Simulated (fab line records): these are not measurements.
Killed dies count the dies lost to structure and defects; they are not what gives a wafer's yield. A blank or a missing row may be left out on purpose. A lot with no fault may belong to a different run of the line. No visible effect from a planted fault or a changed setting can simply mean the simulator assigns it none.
fab line records / flow sky130
[record] lots = 7 wafers = 21 last_day = 50
route steps=708 shown SONOS_TUNNEL@156 SONOS_ONO@168 PAD_OPEN@708
lots with no fault: from the same line, run without faults
start_h: the number of hours between the record's first day and the start of the first shown wafer of the lot / wait_h: hours since the lot's step before / " as in the row above / L1.1+2: several wafers, shown together as one row / - no value, or no start given / * or withheld: withheld / < > ~ a bound
route shown NAME@n: a module of which the file shows steps, and the number in the route of the first / usual: the fault-free wafers' mean and standard deviation / same: alike in all rows / chamber/n: place in a boat / sites: readings site by site / _std_site: the values' standard deviation / _edge_site: outer sites' mean less inner sites' / radius_mm: for every site, how far away it sits from the centre of the wafer / mask NAME#n: copy n / behind: the last tool/chamber to shape the wafer / hold: what put the lot on hold/how long, in hours/how the hold closed / device: which transistor (n, p or np) failed to switch / end of line: the tests these same wafers got at the end of their route / a step without rows: its recipe alone / killed: dies that structure and defects cost at the first sort, which is not the same as the wafer's yield / map: per-die view of a wafer (x killed, . not killed, _ where there is no die)
set.NAME: setting as actually run; set.NAME@STEP: the setting as run at that earlier step / model.NAME: the simulator's own value behind a step, which no gauge read
lots at selected steps of the route; one table per step, one row per wafer
services: the hour from which a tool's chamber was out of use, counted from the record's first day as start_h (under 0 if before that day), plus the number of hours and why
[[steps]]
[step SKY_SONOS_TUNNEL_COAT_02]
[recipe] resist = NOVOLAK spin_rpm = 3000 resist_thk_nm = 1140
[step SKY_SONOS_TUNNEL_SOFTBAKE_03]
[recipe] temp_c = 90 time_s = 60 resist = NOVOLAK
[step SKY_SONOS_TUNNEL_EXPOSE_04]
[recipe] mask_id = TUNM na = 0.6 source_shape = conventional sigma_outer = 0.6 polarization = unpolarized target_cd_nm = 410 dose_mj = 136
[step SKY_SONOS_TUNNEL_PEB_05]
[recipe] temp_c = withheld time_s = * resist = NOVOLAK
[step SKY_SONOS_TUNNEL_DEVELOP_06]
[recipe] resist = NOVOLAK developer = TMAH develop_time_s = 60 dev_temp_c = 23
[step SKY_SONOS_TUNNEL_CD_MEAS_07]
[recipe] target_cd_nm = 410
[usual] cd_nm = 410.0/2
lot.wafer=L965.3 tool=cd_sem-01 chamber=- start_h=328.99 wait_h=0.1 cd_nm=412.3
lot.wafer=L965.4 tool=cd_sem-01 chamber=- start_h=328.99 wait_h=0.1 cd_nm=412.9
lot.wafer=L965.6 tool=cd_sem-01 chamber=- start_h=328.99 wait_h=0.1 cd_nm=412.8
lot.wafer=L966.1 tool=cd_sem-02 chamber=- start_h=333.79 wait_h=0.1 cd_nm=412.8
lot.wafer=L966.2 tool=cd_sem-02 chamber=- start_h=333.79 wait_h=0.1 cd_nm=413.7
lot.wafer=L966.5 tool=cd_sem-02 chamber=- start_h=333.79 wait_h=0.1 cd_nm=413.8
lot.wafer=L969.1 tool=cd_sem-01 chamber=- start_h=356.44 wait_h=0.1 cd_nm=410.0
lot.wafer=L969.4 tool=cd_sem-01 chamber=- start_h=356.44 wait_h=0.1 cd_nm=411.1
lot.wafer=L969.5 tool=cd_sem-01 chamber=- start_h=356.44 wait_h=0.1 cd_nm=411.7
lot.wafer=L976.1 tool=cd_sem-01 chamber=- start_h=418.35 wait_h=0.1 cd_nm=408.2
lot.wafer=L976.2 tool=cd_sem-01 chamber=- start_h=418.35 wait_h=0.1 cd_nm=406.3
lot.wafer=L976.5 tool=cd_sem-01 chamber=- start_h=418.35 wait_h=0.1 cd_nm=405.7
lot.wafer=L977.2 tool=cd_sem-02 chamber=- start_h=427.85 wait_h=0.1 cd_nm=408.6
lot.wafer=L977.4 tool=cd_sem-02 chamber=- start_h=427.85 wait_h=0.1 cd_nm=410.3
lot.wafer=L977.5 tool=cd_sem-02 chamber=- start_h=427.85 wait_h=0.1 cd_nm=411.3
lot.wafer=L979.4 tool=cd_sem-01 chamber=- start_h=441.39 wait_h=0.1 cd_nm=411.0
lot.wafer=L979.5 tool=cd_sem-01 chamber=- start_h=441.39 wait_h=0.1 cd_nm=409.3
lot.wafer=L979.6 tool=cd_sem-01 chamber=- start_h=441.39 wait_h=0.1 cd_nm=411.7
lot.wafer=L980.1 tool=cd_sem-02 chamber=- start_h=449.73 wait_h=0.1 cd_nm=406.7
lot.wafer=L980.2 tool=cd_sem-02 chamber=- start_h=449.73 wait_h=0.1 cd_nm=407.1
lot.wafer=L980.6 tool=cd_sem-02 chamber=- start_h=449.73 wait_h=0.1 cd_nm=405.4
[step SKY_SONOS_TUNNEL_OVL_MEAS_08]
[usual] SONOS_TUNNEL_OVL = 0.1/1.3
lot.wafer=L965.3 tool=overlay-01 chamber=- start_h=329.08 wait_h=0.1 SONOS_TUNNEL_OVL[nm]=-0.6
lot.wafer=L965.4 tool=overlay-01 chamber=- start_h=329.08 wait_h=0.1 SONOS_TUNNEL_OVL[nm]=-0.7
lot.wafer=L965.6 tool=overlay-01 chamber=- start_h=329.08 wait_h=0.1 SONOS_TUNNEL_OVL[nm]=-0.2
lot.wafer=L966.1 tool=overlay-01 chamber=- start_h=333.91 wait_h=0.1 SONOS_TUNNEL_OVL[nm]=-0.5
lot.wafer=L966.2 tool=overlay-01 chamber=- start_h=333.91 wait_h=0.1 SONOS_TUNNEL_OVL[nm]=-0.6
lot.wafer=L966.5 tool=overlay-01 chamber=- start_h=333.91 wait_h=0.1 SONOS_TUNNEL_OVL[nm]=0.6
lot.wafer=L969.1 tool=overlay-01 chamber=- start_h=356.56 wait_h=0.1 SONOS_TUNNEL_OVL[nm]=0.5
lot.wafer=L969.4 tool=overlay-01 chamber=- start_h=356.56 wait_h=0.1 SONOS_TUNNEL_OVL[nm]=2.0
lot.wafer=L969.5 tool=overlay-01 chamber=- start_h=356.56 wait_h=0.1 SONOS_TUNNEL_OVL[nm]=2.4
lot.wafer=L976.1 tool=overlay-01 chamber=- start_h=418.47 wait_h=0.1 SONOS_TUNNEL_OVL[nm]=0.9
lot.wafer=L976.2 tool=overlay-01 chamber=- start_h=418.47 wait_h=0.1 SONOS_TUNNEL_OVL[nm]=0.4
lot.wafer=L976.5 tool=overlay-01 chamber=- start_h=418.47 wait_h=0.1 SONOS_TUNNEL_OVL[nm]=0.9
lot.wafer=L977.2 tool=overlay-01 chamber=- start_h=427.96 wait_h=0.1 SONOS_TUNNEL_OVL[nm]=0.6
lot.wafer=L977.4 tool=overlay-01 chamber=- start_h=427.96 wait_h=0.1 SONOS_TUNNEL_OVL[nm]=-0.2
lot.wafer=L977.5 tool=overlay-01 chamber=- start_h=427.96 wait_h=0.1 SONOS_TUNNEL_OVL[nm]=-0.9
lot.wafer=L979.4 tool=overlay-02 chamber=- start_h=441.47 wait_h=0.1 SONOS_TUNNEL_OVL[nm]=-1.2
lot.wafer=L979.5 tool=overlay-02 chamber=- start_h=441.47 wait_h=0.1 SONOS_TUNNEL_OVL[nm]=-0.7
lot.wafer=L979.6 tool=overlay-02 chamber=- start_h=441.47 wait_h=0.1 SONOS_TUNNEL_OVL[nm]=-0.6
lot.wafer=L980.1 tool=overlay-02 chamber=- start_h=449.85 wait_h=0.1 SONOS_TUNNEL_OVL[nm]=0.1
lot.wafer=L980.2 tool=overlay-02 chamber=- start_h=449.85 wait_h=0.1 SONOS_TUNNEL_OVL[nm]=-0.6
lot.wafer=L980.6 tool=overlay-02 chamber=- start_h=449.85 wait_h=0.1 SONOS_TUNNEL_OVL[nm]=0.6
[step SKY_SONOS_TUNNEL_IMPLANT_09]
[recipe] species = B energy_kev = 20 dose_cm2 = 1e+12 tilt_deg = withheld
[step SKY_SONOS_TUNNEL_WET_ETCH_10]
[recipe] chemistry = dHF target_depth_nm = 14 target = SiO2 dilution = 100:1 temp_c = 25 time_s = 280
[step SKY_SONOS_TUNNEL_STRIP_11]
[recipe] chemistry = SPM time_s = 600 temp_c = 130
[step SKY_SONOS_TUNNEL_TW_MEAS_12]
[usual] SONOS_TUNNEL_TW = 194.9/2.2
lot.wafer=L965.3 tool=film_metro-03 chamber=- start_h=329.58 wait_h=0.0 SONOS_TUNNEL_TW=193.7
lot.wafer=L965.4 tool=film_metro-03 chamber=- start_h=329.58 wait_h=0.0 SONOS_TUNNEL_TW=194.4
lot.wafer=L965.6 tool=film_metro-03 chamber=- start_h=329.58 wait_h=0.0 SONOS_TUNNEL_TW=194.8
lot.wafer=L966.1 tool=film_metro-03 chamber=- start_h=334.39 wait_h=0.0 SONOS_TUNNEL_TW=195.1
lot.wafer=L966.2 tool=film_metro-03 chamber=- start_h=334.39 wait_h=0.0 SONOS_TUNNEL_TW=194.1
lot.wafer=L966.5 tool=film_metro-03 chamber=- start_h=334.39 wait_h=0.0 SONOS_TUNNEL_TW=194.5
lot.wafer=L969.1 tool=film_metro-04 chamber=- start_h=357.03 wait_h=0.0 SONOS_TUNNEL_TW=196.8
lot.wafer=L969.4 tool=film_metro-04 chamber=- start_h=357.03 wait_h=0.0 SONOS_TUNNEL_TW=197.0
lot.wafer=L969.5 tool=film_metro-04 chamber=- start_h=357.03 wait_h=0.0 SONOS_TUNNEL_TW=197.0
lot.wafer=L976.1 tool=film_metro-04 chamber=- start_h=418.92 wait_h=0.0 SONOS_TUNNEL_TW=198.7
lot.wafer=L976.2 tool=film_metro-04 chamber=- start_h=418.92 wait_h=0.0 SONOS_TUNNEL_TW=198.5
lot.wafer=L976.5 tool=film_metro-04 chamber=- start_h=418.92 wait_h=0.0 SONOS_TUNNEL_TW=197.9
lot.wafer=L977.2 tool=film_metro-03 chamber=- start_h=428.41 wait_h=0.0 SONOS_TUNNEL_TW=193.7
lot.wafer=L977.4 tool=film_metro-03 chamber=- start_h=428.41 wait_h=0.0 SONOS_TUNNEL_TW=193.8
lot.wafer=L977.5 tool=film_metro-03 chamber=- start_h=428.41 wait_h=0.0 SONOS_TUNNEL_TW=193.9
lot.wafer=L979.4 tool=film_metro-03 chamber=- start_h=441.93 wait_h=0.0 SONOS_TUNNEL_TW=194.4
lot.wafer=L979.5 tool=film_metro-03 chamber=- start_h=441.93 wait_h=0.0 SONOS_TUNNEL_TW=193.8
lot.wafer=L979.6 tool=film_metro-03 chamber=- start_h=441.93 wait_h=0.0 SONOS_TUNNEL_TW=194.3
lot.wafer=L980.1 tool=film_metro-03 chamber=- start_h=450.48 wait_h=0.0 SONOS_TUNNEL_TW=192.4
lot.wafer=L980.2 tool=film_metro-03 chamber=- start_h=450.48 wait_h=0.0 SONOS_TUNNEL_TW=193.3
lot.wafer=L980.6 tool=film_metro-03 chamber=- start_h=450.48 wait_h=0.0 SONOS_TUNNEL_TW=193.1
[step SKY_SONOS_TUNNEL_CLEAN_13]
[recipe] chemistry = dHF time_s = 20 dilution = 100:1 dry = ipa_marangoni
[step SKY_SONOS_ONO_OXIDATION_00]
[recipe] temp_c = 800 ambient = O2 idle_temp_c = 700 ramp_up_c_per_min = 10 ramp_down_c_per_min = 3 stabilise_s = 600 purge_s = 300 target_thk_a = 26 ox_time_s = 1249
[usual] ramp_up_c_per_min = 9.9999/0.0017
lot.wafer=L965.3 tool=furnace-02 chamber=0 start_h=329.63 wait_h=0.0 ramp_up_c_per_min=9.9989
lot.wafer=L965.4 tool=furnace-02 chamber=0 start_h=329.63 wait_h=0.0 ramp_up_c_per_min=10.002
lot.wafer=L965.6 tool=furnace-02 chamber=0 start_h=329.63 wait_h=0.0 ramp_up_c_per_min=10.001
lot.wafer=L966.1 tool=furnace-02 chamber=0 start_h=334.46 wait_h=0.0 ramp_up_c_per_min=10.0000
lot.wafer=L966.2 tool=furnace-02 chamber=0 start_h=334.46 wait_h=0.0 ramp_up_c_per_min=9.9998
lot.wafer=L966.5 tool=furnace-02 chamber=0 start_h=334.46 wait_h=0.0 ramp_up_c_per_min=10.000
lot.wafer=L966.1 tool=furnace-02 chamber=0 start_h=335.98 wait_h=0.2 ramp_up_c_per_min=9.9943
lot.wafer=L966.2 tool=furnace-02 chamber=0 start_h=335.98 wait_h=0.2 ramp_up_c_per_min=10.001
lot.wafer=L966.5 tool=furnace-02 chamber=0 start_h=335.98 wait_h=0.2 ramp_up_c_per_min=10.000
lot.wafer=L969.1 tool=furnace-02 chamber=0 start_h=360.40 wait_h=3.3 ramp_up_c_per_min=9.9979
lot.wafer=L969.4 tool=furnace-02 chamber=0 start_h=360.40 wait_h=3.3 ramp_up_c_per_min=10.001
lot.wafer=L969.5 tool=furnace-02 chamber=0 start_h=360.40 wait_h=3.3 ramp_up_c_per_min=9.9997
lot.wafer=L969.1 tool=furnace-02 chamber=0 start_h=363.26 wait_h=1.5 ramp_up_c_per_min=9.9987
lot.wafer=L969.4 tool=furnace-02 chamber=0 start_h=363.26 wait_h=1.5 ramp_up_c_per_min=10.002
lot.wafer=L969.5 tool=furnace-02 chamber=0 start_h=363.26 wait_h=1.5 ramp_up_c_per_min=9.9995
lot.wafer=L976.1 tool=furnace-02 chamber=0 start_h=419.00 wait_h=0.0 ramp_up_c_per_min=10.001
lot.wafer=L976.2 tool=furnace-02 chamber=0 start_h=419.00 wait_h=0.0 ramp_up_c_per_min=9.9999
lot.wafer=L976.5 tool=furnace-02 chamber=0 start_h=419.00 wait_h=0.0 ramp_up_c_per_min=9.9995
lot.wafer=L976.1 tool=furnace-02 chamber=0 start_h=421.52 wait_h=1.2 ramp_up_c_per_min=10.002
lot.wafer=L976.2 tool=furnace-02 chamber=0 start_h=421.52 wait_h=1.2 ramp_up_c_per_min=10.001
lot.wafer=L976.5 tool=furnace-02 chamber=0 start_h=421.52 wait_h=1.2 ramp_up_c_per_min=10.000
lot.wafer=L977.2 tool=furnace-02 chamber=0 start_h=429.49 wait_h=1.0 ramp_up_c_per_min=9.9972
lot.wafer=L977.4 tool=furnace-02 chamber=0 start_h=429.49 wait_h=1.0 ramp_up_c_per_min=9.9982
lot.wafer=L977.5 tool=furnace-02 chamber=0 start_h=429.49 wait_h=1.0 ramp_up_c_per_min=9.9994
lot.wafer=L979.4 tool=furnace-01 chamber=0 start_h=441.98 wait_h=0.0 ramp_up_c_per_min=9.9980
lot.wafer=L979.5 tool=furnace-01 chamber=0 start_h=441.98 wait_h=0.0 ramp_up_c_per_min=10.001
lot.wafer=L979.6 tool=furnace-01 chamber=0 start_h=441.98 wait_h=0.0 ramp_up_c_per_min=9.9992
lot.wafer=L980.1 tool=furnace-01 chamber=0 start_h=451.13 wait_h=0.6 ramp_up_c_per_min=10.001
lot.wafer=L980.2 tool=furnace-01 chamber=0 start_h=451.13 wait_h=0.6 ramp_up_c_per_min=9.9966
lot.wafer=L980.6 tool=furnace-01 chamber=0 start_h=451.13 wait_h=0.6 ramp_up_c_per_min=10.001
[step SKY_SONOS_ONO_THK_MEAS_01]
[recipe] reads = SiO2_of_SONOS_ONO_OXIDATION_00
[usual] SONOS_ONO_OXIDATION_THK = 2.60/0.063
lot.wafer=L965.3 tool=film_metro-03 chamber=- start_h=331.00 wait_h=0.0 SONOS_ONO_OXIDATION_THK[nm]=2.64
lot.wafer=L965.4 tool=film_metro-03 chamber=- start_h=331.00 wait_h=0.0 SONOS_ONO_OXIDATION_THK[nm]=2.55
lot.wafer=L965.6 tool=film_metro-03 chamber=- start_h=331.00 wait_h=0.0 SONOS_ONO_OXIDATION_THK[nm]=2.59
lot.wafer=L966.1 tool=film_metro-02 chamber=- start_h=337.32 wait_h=0.0 SONOS_ONO_OXIDATION_THK[nm]=4.27
lot.wafer=L966.2 tool=film_metro-02 chamber=- start_h=337.32 wait_h=0.0 SONOS_ONO_OXIDATION_THK[nm]=4.34
lot.wafer=L966.5 tool=film_metro-02 chamber=- start_h=337.32 wait_h=0.0 SONOS_ONO_OXIDATION_THK[nm]=4.34
lot.wafer=L969.1 tool=film_metro-01 chamber=- start_h=364.61 wait_h=0.0 SONOS_ONO_OXIDATION_THK[nm]=4.21
lot.wafer=L969.4 tool=film_metro-01 chamber=- start_h=364.61 wait_h=0.0 SONOS_ONO_OXIDATION_THK[nm]=4.11
lot.wafer=L969.5 tool=film_metro-01 chamber=- start_h=364.61 wait_h=0.0 SONOS_ONO_OXIDATION_THK[nm]=4.13
lot.wafer=L976.1 tool=film_metro-03 chamber=- start_h=422.86 wait_h=0.0 SONOS_ONO_OXIDATION_THK[nm]=4.36
lot.wafer=L976.2 tool=film_metro-03 chamber=- start_h=422.86 wait_h=0.0 SONOS_ONO_OXIDATION_THK[nm]=4.33
lot.wafer=L976.5 tool=film_metro-03 chamber=- start_h=422.86 wait_h=0.0 SONOS_ONO_OXIDATION_THK[nm]=4.36
lot.wafer=L977.2 tool=film_metro-01 chamber=- start_h=430.85 wait_h=0.0 SONOS_ONO_OXIDATION_THK[nm]=2.56
lot.wafer=L977.4 tool=film_metro-01 chamber=- start_h=430.85 wait_h=0.0 SONOS_ONO_OXIDATION_THK[nm]=2.50
lot.wafer=L977.5 tool=film_metro-01 chamber=- start_h=430.85 wait_h=0.0 SONOS_ONO_OXIDATION_THK[nm]=2.57
lot.wafer=L979.4 tool=film_metro-01 chamber=- start_h=443.35 wait_h=0.0 SONOS_ONO_OXIDATION_THK[nm]=2.50
lot.wafer=L979.5 tool=film_metro-01 chamber=- start_h=443.35 wait_h=0.0 SONOS_ONO_OXIDATION_THK[nm]=2.65
lot.wafer=L979.6 tool=film_metro-01 chamber=- start_h=443.35 wait_h=0.0 SONOS_ONO_OXIDATION_THK[nm]=2.61
lot.wafer=L980.1 tool=film_metro-01 chamber=- start_h=452.48 wait_h=0.0 SONOS_ONO_OXIDATION_THK[nm]=2.69
lot.wafer=L980.2 tool=film_metro-01 chamber=- start_h=452.48 wait_h=0.0 SONOS_ONO_OXIDATION_THK[nm]=2.66
lot.wafer=L980.6 tool=film_metro-01 chamber=- start_h=452.48 wait_h=0.0 SONOS_ONO_OXIDATION_THK[nm]=2.68
[step SKY_SONOS_ONO_CVD_02]
[recipe] material = Si3N4 precursor = DCS/NH3 target_thk_nm = 10.5 temp_c = 770 time_s = 180 pressure_mtorr = 250
[step SKY_PAD_OPEN_PROBE_99]
[usual] killed_at_M0_to_M3 = 43/7.8 killed_at_M4_up = 3.2/1.9 killed_at_contacts = 24/5 killed_at_front_end = 14/4.5 killed_at_other = 0.2/0.41 killed_dies = 84/9.6 killed_open = 47/6.9 killed_short = 38/6
[same] gross_dies = 492 killed_at_back_side = 0
lot.wafer=L965.3 tool=prober-02 chamber=- start_h=1132.20 wait_h=0.2 killed_at_M0_to_M3=48 killed_at_M4_up=2 killed_at_contacts=31 killed_at_front_end=28 killed_at_other=0 killed_dies=109 killed_open=67 killed_short=42
lot.wafer=L965.4 tool=prober-02 chamber=- start_h=1132.25 wait_h=0.2 killed_at_M0_to_M3=47 killed_at_M4_up=2 killed_at_contacts=25 killed_at_front_end=21 killed_at_other=0 killed_dies=95 killed_open=57 killed_short=38
lot.wafer=L965.6 tool=prober-02 chamber=- start_h=1132.35 wait_h=0.2 killed_at_M0_to_M3=61 killed_at_M4_up=3 killed_at_contacts=25 killed_at_front_end=15 killed_at_other=0 killed_dies=104 killed_open=59 killed_short=45
lot.wafer=L966.1 tool=prober-01 chamber=- start_h=1139.46 wait_h=0.1 killed_at_M0_to_M3=36 killed_at_M4_up=7 killed_at_contacts=23 killed_at_front_end=16 killed_at_other=0 killed_dies=82 killed_open=42 killed_short=40
lot.wafer=L966.2 tool=prober-01 chamber=- start_h=1139.51 wait_h=0.1 killed_at_M0_to_M3=46 killed_at_M4_up=2 killed_at_contacts=16 killed_at_front_end=17 killed_at_other=1 killed_dies=82 killed_open=40 killed_short=42
lot.wafer=L966.5 tool=prober-01 chamber=- start_h=1139.66 wait_h=0.2 killed_at_M0_to_M3=44 killed_at_M4_up=2 killed_at_contacts=20 killed_at_front_end=16 killed_at_other=0 killed_dies=82 killed_open=46 killed_short=36
lot.wafer=L969.1 tool=prober-02 chamber=- start_h=1155.70 wait_h=0.1 killed_at_M0_to_M3=40 killed_at_M4_up=3 killed_at_contacts=21 killed_at_front_end=14 killed_at_other=0 killed_dies=78 killed_open=42 killed_short=36
lot.wafer=L969.4 tool=prober-02 chamber=- start_h=1155.85 wait_h=0.2 killed_at_M0_to_M3=25 killed_at_M4_up=3 killed_at_contacts=21 killed_at_front_end=12 killed_at_other=1 killed_dies=62 killed_open=32 killed_short=30
lot.wafer=L969.5 tool=prober-02 chamber=- start_h=1155.90 wait_h=0.2 killed_at_M0_to_M3=44 killed_at_M4_up=5 killed_at_contacts=21 killed_at_front_end=8 killed_at_other=0 killed_dies=78 killed_open=42 killed_short=36
lot.wafer=L976.1 tool=prober-01 chamber=- start_h=1187.67 wait_h=0.1 killed_at_M0_to_M3=48 killed_at_M4_up=2 killed_at_contacts=22 killed_at_front_end=10 killed_at_other=1 killed_dies=83 killed_open=49 killed_short=34
lot.wafer=L976.2 tool=prober-01 chamber=- start_h=1187.72 wait_h=0.1 killed_at_M0_to_M3=40 killed_at_M4_up=4 killed_at_contacts=18 killed_at_front_end=10 killed_at_other=0 killed_dies=72 killed_open=48 killed_short=24
lot.wafer=L976.5 tool=prober-01 chamber=- start_h=1187.87 wait_h=0.2 killed_at_M0_to_M3=40 killed_at_M4_up=5 killed_at_contacts=30 killed_at_front_end=12 killed_at_other=1 killed_dies=88 killed_open=41 killed_short=47
lot.wafer=L979.4 tool=prober-01 chamber=- start_h=1196.51 wait_h=0.2 killed_at_M0_to_M3=52 killed_at_M4_up=6 killed_at_contacts=27 killed_at_front_end=11 killed_at_other=0 killed_dies=96 killed_open=53 killed_short=43
lot.wafer=L979.5 tool=prober-01 chamber=- start_h=1196.56 wait_h=0.2 killed_at_M0_to_M3=40 killed_at_M4_up=1 killed_at_contacts=31 killed_at_front_end=7 killed_at_other=1 killed_dies=80 killed_open=46 killed_short=34
lot.wafer=L979.6 tool=prober-01 chamber=- start_h=1196.61 wait_h=0.2 killed_at_M0_to_M3=42 killed_at_M4_up=5 killed_at_contacts=29 killed_at_front_end=6 killed_at_other=0 killed_dies=82 killed_open=45 killed_short=37
lot.wafer=L980.1 tool=prober-01 chamber=- start_h=1207.56 wait_h=0.1 killed_at_M0_to_M3=48 killed_at_M4_up=4 killed_at_contacts=20 killed_at_front_end=11 killed_at_other=0 killed_dies=83 killed_open=52 killed_short=31
lot.wafer=L980.2 tool=prober-01 chamber=- start_h=1207.61 wait_h=0.1 killed_at_M0_to_M3=41 killed_at_M4_up=1 killed_at_contacts=26 killed_at_front_end=24 killed_at_other=0 killed_dies=92 killed_open=57 killed_short=35
lot.wafer=L980.6 tool=prober-01 chamber=- start_h=1207.81 wait_h=0.2 killed_at_M0_to_M3=52 killed_at_M4_up=6 killed_at_contacts=24 killed_at_front_end=12 killed_at_other=0 killed_dies=94 killed_open=53 killed_short=41
// killed by level:class
L965.3 CONTACT:geometric_particle:open=14 FIELD_ISO:geometric_particle:open=10 POLY_GATE:geometric_particle:short=9 VIA2:geometric_particle:open=9 VIA3:geometric_particle:open=9 VIA1:geometric_particle:open=7 FIELD_ISO:geometric_particle:short=6 LI_CONTACT:geometric_particle:open=6
L965.4 VIA1:geometric_particle:open=11 CONTACT:geometric_particle:open=10 FIELD_ISO:geometric_particle:open=9 VIA2:geometric_particle:open=9 VIA3:geometric_particle:open=7 CONTACT:geometric_particle:short=6 VIA1:geometric_particle:short=6 LI_CONTACT:geometric_particle:open=5
L965.6 VIA1:geometric_particle:open=14 VIA2:geometric_particle:open=9 VIA3:geometric_particle:open=8 VIA1:geometric_particle:short=8 LI_CONTACT:geometric_particle:open=7 CONTACT:geometric_particle:open=6 POLY_GATE:geometric_particle:open=6 POLY_GATE:geometric_particle:short=5
L966.1 VIA1:geometric_particle:open=12 LI_CONTACT:geometric_particle:open=7 CONTACT:geometric_particle:open=6 FIELD_ISO:geometric_particle:short=5 LI_CONTACT:geometric_particle:short=5 METAL4:geometric_particle:short=5 FIELD_ISO:geometric_particle:open=4 CONTACT:geometric_particle:short=4
L966.2 VIA1:geometric_particle:open=15 METAL1:geometric_particle:short=8 METAL2:geometric_particle:short=8 FIELD_ISO:geometric_particle:short=6 LI_CONTACT:geometric_particle:open=5 CONTACT:geometric_particle:short=5 POLY_GATE:geometric_particle:short=4 METAL2:geometric_particle:open=4
L966.5 VIA1:geometric_particle:open=13 METAL2:geometric_particle:short=9 VIA2:geometric_particle:open=7 LI_CONTACT:geometric_particle:open=6 CONTACT:geometric_particle:open=6 FIELD_ISO:geometric_particle:short=5 FIELD_ISO:geometric_particle:open=5 CONTACT:geometric_particle:short=5
L969.1 VIA2:geometric_particle:open=11 VIA1:geometric_particle:open=8 LI_CONTACT:geometric_particle:open=7 FIELD_ISO:geometric_particle:short=6 CONTACT:geometric_particle:open=5 METAL1:geometric_particle:short=5 FIELD_ISO:geometric_particle:open=4 VIA2:geometric_particle:short=4
L969.4 CONTACT:geometric_particle:open=10 METAL1:geometric_particle:short=6 CONTACT:geometric_particle:short=4 VIA2:geometric_particle:open=4 VIA3:geometric_particle:open=4 SONOS_ONO:geometric_particle:open=3 SPACER:geometric_particle:short=3 LOCAL_INTERCONNECT:geometric_particle:open=3
L969.5 METAL2:geometric_particle:short=9 VIA1:geometric_particle:open=9 VIA3:geometric_particle:open=8 LI_CONTACT:geometric_particle:open=7 CONTACT:geometric_particle:open=6 VIA1:geometric_particle:short=6 VIA2:geometric_particle:open=4 METAL4:geometric_particle:short=4
L976.1 VIA1:geometric_particle:open=13 LI_CONTACT:geometric_particle:open=8 VIA2:geometric_particle:open=8 METAL2:geometric_particle:short=8 CONTACT:geometric_particle:open=6 VIA3:geometric_particle:open=6 CONTACT:geometric_particle:short=5 METAL1:geometric_particle:short=5
L976.2 CONTACT:geometric_particle:open=12 VIA1:geometric_particle:open=12 VIA3:geometric_particle:open=7 FIELD_ISO:geometric_particle:short=5 VIA1:geometric_particle:short=5 METAL1:geometric_particle:short=4 LI_CONTACT:geometric_particle:open=3 VIA2:geometric_particle:open=3
L976.5 VIA1:geometric_particle:open=11 LI_CONTACT:geometric_particle:open=9 METAL1:geometric_particle:short=8 LOCAL_INTERCONNECT:geometric_particle:short=7 CONTACT:geometric_particle:short=6 VIA3:geometric_particle:open=5 CONTACT:geometric_particle:open=5 FIELD_ISO:geometric_particle:short=4
L979.4 VIA1:geometric_particle:open=13 CONTACT:geometric_particle:open=11 METAL2:geometric_particle:short=8 VIA2:geometric_particle:open=7 LI_CONTACT:geometric_particle:open=7 METAL1:geometric_particle:short=6 VIA1:geometric_particle:short=5 METAL3:geometric_particle:short=5
L979.5 CONTACT:geometric_particle:short=11 VIA1:geometric_particle:open=9 LI_CONTACT:geometric_particle:open=8 CONTACT:geometric_particle:open=7 VIA3:geometric_particle:open=5 VIA2:geometric_particle:open=5 METAL3:geometric_particle:short=3 LOCAL_INTERCONNECT:geometric_particle:short=3
L979.6 VIA1:geometric_particle:open=8 LI_CONTACT:geometric_particle:open=8 VIA3:geometric_particle:open=8 METAL3:geometric_particle:short=7 CONTACT:geometric_particle:open=6 CONTACT:geometric_particle:short=5 LOCAL_INTERCONNECT:geometric_particle:short=5 METAL1:geometric_particle:short=5
L980.1 VIA1:geometric_particle:open=14 VIA3:geometric_particle:open=10 VIA1:geometric_particle:short=8 LI_CONTACT:geometric_particle:open=6 VIA2:geometric_particle:open=6 CONTACT:geometric_particle:open=5 LOCAL_INTERCONNECT:geometric_particle:short=4 CONTACT:geometric_particle:short=4
L980.2 POLY_GATE:geometric_particle:open=9 VIA1:geometric_particle:open=9 VIA2:geometric_particle:open=9 LI_CONTACT:geometric_particle:open=8 CONTACT:geometric_particle:open=7 FIELD_ISO:geometric_particle:open=6 LOCAL_INTERCONNECT:geometric_particle:short=5 CONTACT:geometric_particle:short=5
L980.6 VIA1:geometric_particle:open=11 METAL2:geometric_particle:short=11 LI_CONTACT:geometric_particle:open=10 CONTACT:geometric_particle:open=9 VIA2:geometric_particle:open=6 VIA3:geometric_particle:open=6 FIELD_ISO:geometric_particle:short=4 CONTACT:geometric_particle:short=4
[[services]]
tool=furnace-02 chamber=- start_h=322.14 hours=3.1 kind=pm
tool=furnace-02 chamber=- start_h=355.53 hours=3.6 kind=pm
tool=furnace-01 chamber=- start_h=403.39 hours=3.5 kind=pm
[[key]]
[first_sign] step = SKY_SONOS_ONO_OXIDATION_00 reading = visit direction = added
[effect] step = SKY_SONOS_ONO_THK_MEAS_01 reading = SONOS_ONO_OXIDATION_THK direction = up sigmas = 26 usual = 2.60 struck = 4.27
met_at SKY_SONOS_ONO_OXIDATION_00
struck_wafers L966.1,L966.2,L966.5,L969.1,L969.4,L969.5,L976.1,L976.2,L976.5
tester_left_out L966,L969,L976
[fault] kind = repeated_step_whole tool = furnace-01,furnace-02 chamber = - onset_h = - steps = SKY_SONOS_ONO_OXIDATION_00 times = 1 scope = struck_lots_only
// tester_left_out: of these lots the tester's yield and bins aren't shown, on N5 and GAA mostly nor the transistor test; their killed dies are dies lost to structure and defects alone, not to doping, threshold or leakage, so they don't give the yield
